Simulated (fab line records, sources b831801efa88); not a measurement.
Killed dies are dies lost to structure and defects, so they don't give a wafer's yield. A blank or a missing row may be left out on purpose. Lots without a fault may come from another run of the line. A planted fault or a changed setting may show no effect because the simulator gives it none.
A struck lot beside a sound one | flow sky130 | 15 steps out of a route of 708
Sound: wafers L279.1, L279.4, L279.5. Struck: wafers L293.1, L293.4, L293.6. The cause comes at the end.
At each step with rows: each side's tool, then ch and its chambers, then its first start. Under that, the readings that differ: sound wafers | struck wafers | difference of the means | sigmas: that difference in standard deviations of wafers without a fault.
alike: readings whose means differ by less than 2 such deviations, and words and numbers that are the same on both sides. not compared: withheld readings, readings that some wafer has no value for, bounds like >300 that may hide the same value, and numbers for which the record gives no deviation and whose values overlap.
The two part at a step that has a row with sigmas, a row that says differs or no value, or rows on one side only. Numbers that don't overlap but have no deviation are shown without sigmas and don't part them. A reading that every wafer of one side lacks parts them only if that side has two wafers or more.

first, 6 steps without rows for these wafers: SKY_LDD_N_HMDS_01 (prime time 60 s); SKY_LDD_N_COAT_02 (resist thk 300 nm); SKY_LDD_N_SOFTBAKE_03 (time 60 s); SKY_LDD_N_EXPOSE_04 (exposes mask NTM, target cd 840 nm); SKY_LDD_N_PEB_05; SKY_LDD_N_DEVELOP_06 (develop time 60 s).
SKY_LDD_N_OVL_MEAS_07:
  sound on overlay-02, day 17 20:26; struck on overlay-02, day 23 00:14
  alike: LDD_N_OVL
then, 5 steps without rows for these wafers: SKY_LDD_N_IMPLANT_08; SKY_LDD_N_IMPLANT_09; SKY_LDD_N_IMPLANT_10; SKY_LDD_N_IMPLANT_11; SKY_LDD_N_IMPLANT_12.
SKY_LDD_N_IMPLANT_13:
  sound on implanter-01 ch 0, day 17 21:13; struck on implanter-01 ch 0, day 23 01:01
  reading            | sound                         | struck                        | difference | sigmas
  dose_ions_cm2      | 5.006e+12 5.003e+12 4.999e+12 | 3.702e+12 3.694e+12 3.701e+12 | -1.304e+12 | -99 or more
  faraday_current_uA | 30.3 28.5 27.4                | 20.5 21.0 21.2                | -7.8       | -14
  alike: beam_on_s
then, 1 step without rows for these wafers: SKY_LDD_N_IMPLANT_14.
SKY_PAD_OPEN_PROBE_99:
  the record has rows for the sound wafers here (prober-01, day 45 18:46) and none for the struck ones

WHERE THEY PART
First at SKY_LDD_N_IMPLANT_13; last, within this record, at SKY_PAD_OPEN_PROBE_99.

WHY: what the simulator had put in
Process parameter drift: implanter-01, from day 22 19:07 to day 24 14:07, at SKY_LDD_N_IMPLANT_13. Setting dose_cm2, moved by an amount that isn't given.
